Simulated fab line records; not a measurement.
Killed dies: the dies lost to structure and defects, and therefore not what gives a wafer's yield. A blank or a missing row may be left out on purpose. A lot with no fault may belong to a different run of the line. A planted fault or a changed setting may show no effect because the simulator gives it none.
What tool caused it? :: flow sky130 :: 12 lots with 36 wafers sampled at 6 steps, on a route of 708 steps

WHAT THE GAUGES READ, wafer by wafer
SKY_SONOS_TUNNEL_CD_MEAS_07: the cd target is 410 nm.
lot: L358
measured: day 11 12:39
on: cd_sem-01
cd_nm (nm): 412.5 410.1 410.9

lot: L359
measured: day 11 16:50
on: cd_sem-02
cd_nm (nm): 410.8 410.2 409.9

lot: L360
measured: day 11 22:06
on: cd_sem-01
cd_nm (nm): 412.0 414.1 413.2

lot: L362
measured: day 12 18:16
on: cd_sem-01
cd_nm (nm): 412.3 414.9 411.4

lot: L363
measured: day 13 00:16
on: cd_sem-02
cd_nm (nm): - - -

lot: L364
measured: day 13 08:32
on: cd_sem-01
cd_nm (nm): 413.2 413.4 412.9

lot: L375
measured: day 17 02:04
on: cd_sem-01
cd_nm (nm): 411.5 413.8 414.0

lot: L376
measured: day 17 09:37
on: cd_sem-01
cd_nm (nm): 414.4 412.4 412.3

lot: L377
measured: day 17 14:43
on: cd_sem-02
cd_nm (nm): 411.4 412.1 413.7

lot: L378
measured: day 17 20:34
on: cd_sem-02
cd_nm (nm): 412.6 411.8 411.5

lot: L379
measured: day 18 05:41
on: cd_sem-01
cd_nm (nm): 410.6 412.4 411.4

lot: L380
measured: day 19 15:24
on: cd_sem-02
cd_nm (nm): 408.6 408.0 408.7

SKY_SONOS_TUNNEL_TW_MEAS_12.
lot: L358
measured: day 11 13:13
on: film_metro-04
SONOS_TUNNEL_TW: 197.2 196.4 196.8

lot: L359
measured: day 11 17:25
on: film_metro-03
SONOS_TUNNEL_TW: 195.5 195.5 196.1

lot: L360
measured: day 11 22:40
on: film_metro-02
SONOS_TUNNEL_TW: 198.2 198.5 198.4

lot: L362
measured: day 12 18:50
on: film_metro-03
SONOS_TUNNEL_TW: 197.7 195.6 196.5

lot: L363
measured: day 13 00:52
on: film_metro-04
SONOS_TUNNEL_TW: 29.9 29.7 29.9 29.9 29.8 29.9

lot: L364
measured: day 13 09:05
on: film_metro-03
SONOS_TUNNEL_TW: 195.8 194.6 196.6

lot: L375
measured: day 17 02:40
on: film_metro-04
SONOS_TUNNEL_TW: 197.4 197.0 196.6

lot: L376
measured: day 17 10:11
on: film_metro-03
SONOS_TUNNEL_TW: 196.6 197.5 198.3

lot: L377
measured: day 17 15:18
on: film_metro-03
SONOS_TUNNEL_TW: 196.6 196.2 197.1

lot: L378
measured: day 17 21:08
on: film_metro-03
SONOS_TUNNEL_TW: 197.9 197.7 195.6

lot: L379
measured: day 18 06:15
on: film_metro-03
SONOS_TUNNEL_TW: 194.6 194.9 196.5

lot: L380
measured: day 19 16:00
on: film_metro-02
SONOS_TUNNEL_TW: 196.6 196.9 197.4

SKY_GATE_OXIDE_OVL_MEAS_10.
lot: L358
measured: day 14 05:22
on: overlay-01
GATE_OXIDE_OVL (nm): -1.3 -0.3 -1.5

lot: L359
measured: day 14 06:34
on: overlay-02
GATE_OXIDE_OVL (nm): 1.2 1.0 1.9

lot: L360
measured: day 14 16:02
on: overlay-02
GATE_OXIDE_OVL (nm): 0.9 2.0 1.8

lot: L362
measured: day 15 05:46
on: overlay-01
GATE_OXIDE_OVL (nm): 0.2 0.4 -0.5

lot: L364
measured: day 15 22:28
on: overlay-01
GATE_OXIDE_OVL (nm): 2.3 3.1 3.2

lot: L375
measured: day 19 23:31
on: overlay-01
GATE_OXIDE_OVL (nm): 1.2 0.2 2.6

lot: L376
measured: day 20 11:55
on: overlay-02
GATE_OXIDE_OVL (nm): 0.8 0.1 0.3

lot: L377
measured: day 20 12:13
on: overlay-02
GATE_OXIDE_OVL (nm): 1.4 0.5 1.5

lot: L378
measured: day 20 21:09
on: overlay-02
GATE_OXIDE_OVL (nm): 0.7 -0.6 -0.3

lot: L379
measured: day 21 12:50
on: overlay-02
GATE_OXIDE_OVL (nm): -1.6 1.2 0.1

lot: L380
measured: day 22 10:13
on: overlay-01
GATE_OXIDE_OVL (nm): -0.6 0.6 -0.3

SKY_LDD_LDN_TW_MEAS_13.
lot: L358
measured: day 23 08:49
on: film_metro-04
LDD_LDN_TW: 1481 1483 1475

lot: L359
measured: day 23 09:11
on: film_metro-04
LDD_LDN_TW: 1470 1466 1478

lot: L360
measured: day 23 23:07
on: film_metro-01
LDD_LDN_TW: 1464 1464 1465

lot: L362
measured: day 24 08:55
on: film_metro-04
LDD_LDN_TW: 1465 1464 1473

lot: L364
measured: day 25 04:22
on: film_metro-01
LDD_LDN_TW: 1470 1464 1472

lot: L375
measured: day 29 00:35
on: film_metro-03
LDD_LDN_TW: 1479 1472 1476

lot: L376
measured: day 29 11:02
on: film_metro-03
LDD_LDN_TW: 1482 1482 1481

lot: L377
measured: day 29 13:31
on: film_metro-01
LDD_LDN_TW: 1454 1457 1464

lot: L378
measured: day 29 22:49
on: film_metro-03
LDD_LDN_TW: 1479 1483 1480

lot: L379
measured: day 30 09:25
on: film_metro-01
LDD_LDN_TW: 1462 1468 1460

lot: L380
measured: day 31 03:08
on: film_metro-04
LDD_LDN_TW: 1473 1462 1462

SKY_POLY_CUT_CD_MEAS_08: the cd target is 270 nm.
lot: L358
measured: day 24 15:34
on: cd_sem-02
cd_nm (nm): 269.4 269.9 272.0

lot: L359
measured: day 24 17:18
on: cd_sem-01
cd_nm (nm): 268.8 269.4 269.1

lot: L360
measured: day 25 07:14
on: cd_sem-01
cd_nm (nm): 268.4 268.3 268.4

lot: L362
measured: day 25 14:40
on: cd_sem-01
cd_nm (nm): 271.7 270.9 272.1

lot: L364
measured: day 26 23:56
on: cd_sem-02
cd_nm (nm): 268.4 268.2 268.2

lot: L375
measured: day 30 07:12
on: cd_sem-01
cd_nm (nm): 268.7 268.0 268.2

lot: L376
measured: day 30 16:48
on: cd_sem-02
cd_nm (nm): 270.3 270.6 270.3

lot: L377
measured: day 30 18:55
on: cd_sem-02
cd_nm (nm): 271.5 271.5 270.8

lot: L378
measured: day 31 05:18
on: cd_sem-02
cd_nm (nm): 271.1 271.4 271.5

lot: L379
measured: day 31 15:17
on: cd_sem-01
cd_nm (nm): 269.8 269.0 271.3

lot: L380
measured: day 32 07:55
on: cd_sem-01
cd_nm (nm): 269.3 270.5 270.4

WHAT TOOL EACH LOT RAN ON (gives the tool, then ch and the chambers of the sampled wafers, and finally the start)
lot: L358
SKY_SONOS_TUNNEL_EXPOSE_04: iline_stepper-01 ch 0, day 11 02:17

lot: L359
SKY_SONOS_TUNNEL_EXPOSE_04: iline_stepper-01 ch 0, day 11 06:04

lot: L360
SKY_SONOS_TUNNEL_EXPOSE_04: iline_stepper-01 ch 0, day 11 11:15

lot: L362
SKY_SONOS_TUNNEL_EXPOSE_04: iline_stepper-01 ch 0, day 12 06:58

lot: L363
SKY_SONOS_TUNNEL_EXPOSE_04: iline_stepper-01 ch 0, day 12 12:10

lot: L364
SKY_SONOS_TUNNEL_EXPOSE_04: iline_stepper-01 ch 0, day 12 20:17

lot: L375
SKY_SONOS_TUNNEL_EXPOSE_04: iline_stepper-02 ch 0, day 16 12:08

lot: L376
SKY_SONOS_TUNNEL_EXPOSE_04: iline_stepper-01 ch 0, day 16 19:57

lot: L377
SKY_SONOS_TUNNEL_EXPOSE_04: iline_stepper-01 ch 0, day 17 01:01

lot: L378
SKY_SONOS_TUNNEL_EXPOSE_04: iline_stepper-02 ch 0, day 17 06:00

lot: L379
SKY_SONOS_TUNNEL_EXPOSE_04: iline_stepper-01 ch 0, day 17 15:07

lot: L380
SKY_SONOS_TUNNEL_EXPOSE_04: iline_stepper-01 ch 0, day 19 00:49
- SKY_SONOS_TUNNEL_EXPOSE_04: exposes mask TUNM, target cd 410 nm.

WHAT THE TOOLS THEMSELVES READ (means of the sampled wafers that have a number; where no wafer has one, the mark that the record gives instead)
SKY_SONOS_TUNNEL_EXPOSE_04.
lot: L358
tool: iline_stepper-01
stage_vel_mm_s (mm/s): 500.09

lot: L359
tool: iline_stepper-01
stage_vel_mm_s (mm/s): 499.70

lot: L360
tool: iline_stepper-01
stage_vel_mm_s (mm/s): 500.13

lot: L362
tool: iline_stepper-01
stage_vel_mm_s (mm/s): 500.32

lot: L363
tool: iline_stepper-01
stage_vel_mm_s (mm/s): 499.70

lot: L364
tool: iline_stepper-01
stage_vel_mm_s (mm/s): 499.88

lot: L375
tool: iline_stepper-02
stage_vel_mm_s (mm/s): 499.70

lot: L376
tool: iline_stepper-01
stage_vel_mm_s (mm/s): 499.99

lot: L377
tool: iline_stepper-01
stage_vel_mm_s (mm/s): 499.89

lot: L378
tool: iline_stepper-02
stage_vel_mm_s (mm/s): 499.99

lot: L379
tool: iline_stepper-01
stage_vel_mm_s (mm/s): 500.04

lot: L380
tool: iline_stepper-01
stage_vel_mm_s (mm/s): 500.20

THE ANSWER, worked out from the rows above alone
Rule: the lots themselves supply what counts as usual. Put in order of their means at a reading, lots are off if they are a third of the lots or fewer, leave a main group of 4 or more, and stand apart from it by a gap of 3 or more times the standard deviation of the main group's means; of several such gaps the widest counts. A main group whose means are all the same, to the digits that the tables above print for the reading, isn't used. Also off: a lot with no number at a reading for which 4 or more lots have one. Any other lot the step has rows for is counted as sound. After the gauges, taken in route order, come the tools' own readings; for these a lot's mean is taken, as printed above. The first step at which some lot is off is used, and at that step the reading that is off furthest; a lot without a number counts as furthest.
Off at SKY_SONOS_TUNNEL_CD_MEAS_07 (cd_nm): L363. Without a number there: L363. The main group: mean 411.9 nm, standard deviation 1.4.
If a tool, at a process step before that reading, ran all the lots that are off and no sound lot after the first of them, it fits. The gauges at SKY_SONOS_TUNNEL_CD_MEAS_07 aren't tried: what is off there is off at SKY_SONOS_TUNNEL_TW_MEAS_12 too, on other tools, and a gauge's error can't cause that. None of those tried fits.

WHAT WAS PUT IN BY THE SIMULATOR
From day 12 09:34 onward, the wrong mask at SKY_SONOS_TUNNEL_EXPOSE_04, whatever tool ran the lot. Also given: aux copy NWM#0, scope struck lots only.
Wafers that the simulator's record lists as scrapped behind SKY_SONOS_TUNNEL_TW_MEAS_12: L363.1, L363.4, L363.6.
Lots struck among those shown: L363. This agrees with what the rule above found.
